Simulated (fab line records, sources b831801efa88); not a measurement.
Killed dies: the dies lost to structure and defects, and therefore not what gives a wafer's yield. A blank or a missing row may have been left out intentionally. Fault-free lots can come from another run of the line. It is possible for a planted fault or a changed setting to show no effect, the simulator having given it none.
Struck lot and sound lot, side by side -- flow gf180mcu -- 18 steps out of a route of 602
Sound: these wafers, L781.1, L781.2, L781.5. Struck: wafers L773.3, L773.5 (left out: L773.6, a lot-mate that was not struck); the cause follows at the end.
For every step that has rows: the tool of each side, followed by ch and its chambers, followed by its first start. Under that, the readings that differ: sound wafers -- struck wafers -- difference of the means -- sigmas: that difference in standard deviations of wafers without a fault.
alike: words and numbers the same on both sides, and readings whose means are apart by under 2 such deviations; not compared: readings that were withheld, readings missing a value for some wafer, numbers with overlapping values and no deviation given by the record, and bounds like >300 which may hide the same value.
The two part at a step that has a row with sigmas, a row that says differs or no value, or rows on one side only. Numbers that have no deviation but don't overlap get no sigmas and don't part them. Lack of a reading on every wafer of one side parts them only where that side has two or more wafers.

first, 2 steps without rows for these wafers: GF_CONTACT_PEB_12 (peb time 90 s); GF_CONTACT_DEVELOP_13 (develop time 60 s).
GF_CONTACT_CD_MEAS_14: the cd target is 220 nm.
  sound: cd-sem-01 at day 23 04:30; struck: cd-sem-02 at day 20 02:49
  alike: cd-nm
GF_CONTACT_OVL_MEAS_15:
  sound: overlay-01 at day 23 04:37; struck: overlay-02 at day 20 02:55
reading,sound,struck,difference,sigmas
CONTACT_OVL (nm),3 -2 -1,12 10,+11,+2
GF_CONTACT_ETCH_16: etches BARC in N2/H2.
  sound on rie-diel-01 ch 1,2,3, day 23 04:40; struck on rie-diel-03 ch 1,2, day 20 02:56
  alike: chamber-pressure-mTorr, drypump-motor-current-A, oes-product-au, throttle-valve-pct
GF_CONTACT_ETCH_17: etches SiO2 in C4F8/O2/Ar, stops on CoSi2, target depth 860 nm.
  sound on rie-diel-01 ch 1,2,3; struck on rie-diel-03 ch 1,2
reading,sound,struck,difference,sigmas
chamber-pressure-mTorr (mTorr),39.91 40.00 39.95,40.05 40.01,+0.08,+2
  alike: oes-product-au
then, 4 steps without rows for these wafers: GF_CONTACT_STRIP_18 (strips in O2/N2); GF_CONTACT_CLEAN_19 (cleans in SPM); GF_CONTACT_CLEAN_20 (cleans in DIW); GF_CONTACT_CLEAN_21 (cleans in dHF, time 20 s).
GF_CONTACT_SPUTTER_22: material Ti, target thk 15 nm, time 80.02 s.
  sound: pvd-sputter-01 at day 23 05:07; struck: pvd-sputter-04 at day 20 03:23
  alike: throttle-valve-pct
GF_CONTACT_SPUTTER_23: material TiN, target thk 10 nm, time 40 s.
  sound: pvd-sputter-01 at day 23 05:11; struck: pvd-sputter-04 at day 20 03:28
  alike: throttle-valve-pct
GF_CONTACT_CVD_24: deposits W, target thk 300 nm, time 90.339 s.
  sound on cvd-w-01 ch 0,1, day 23 05:13; struck on cvd-w-02 ch 0,1, day 20 03:32
reading,sound,struck,difference,sigmas
model.W_of_CONTACT_CVD_24.thk-nm (nm),306.6 302.2 303.5,138.1 140.7,-164.7,
  alike: heater-power-w
GF_CONTACT_RS_MEAS_25: the measuring method here is four-point-probe.
  sound: film-metro-03 at day 23 05:19; struck: film-metro-04 at day 20 04:04
reading,sound,struck,difference,sigmas
CONTACT_W_RS (ohm/sq),0.374 0.379 0.378,0.841 0.827,+0.457,+99 or more
  not compared: hold
GF_CONTACT_THK_MEAS_26: measures by xrf.
  sound: film-metro-03 at day 23 05:26; struck: film-metro-04 at day 20 05:37
reading,sound,struck,difference,sigmas
CONTACT_W_THK (nm),308 304 306,138 141,-166,-46
  not compared: hold
GF_CONTACT_CMP_27: polishes, stops on SiO2, t overpolish 15 s, target thk 0 nm.
  sound on cmp-01 ch 1,2,3, day 23 05:36; struck on cmp-02 ch 0,2, day 20 08:27
reading,sound,struck,difference,sigmas
hold,- - -,await-dispo/2.6h/release await-dispo/2.6h/release,no value on the sound wafers,
time-to-endpoint-s (s),74 72 74,30 40,-38,-10
  alike: motor-current-A, slurry-flow-ml-min
GF_M1_SPUTTER_00: material Ti, target thk 37.5 nm, time 150 s.
  sound: pvd-sputter-04 at day 23 05:48; struck: pvd-sputter-03 at day 20 08:36
  alike: throttle-valve-pct
then, 1 step without rows for these wafers: GF_PASSIVATION_PROBE_99.

== WHERE THEY PART ==
At GF_CONTACT_OVL_MEAS_15 first; at GF_CONTACT_CMP_27 last (within this record only). Later steps at which nothing parts them and some readings are alike: GF_M1_SPUTTER_00.

WHY: what the simulator had put in
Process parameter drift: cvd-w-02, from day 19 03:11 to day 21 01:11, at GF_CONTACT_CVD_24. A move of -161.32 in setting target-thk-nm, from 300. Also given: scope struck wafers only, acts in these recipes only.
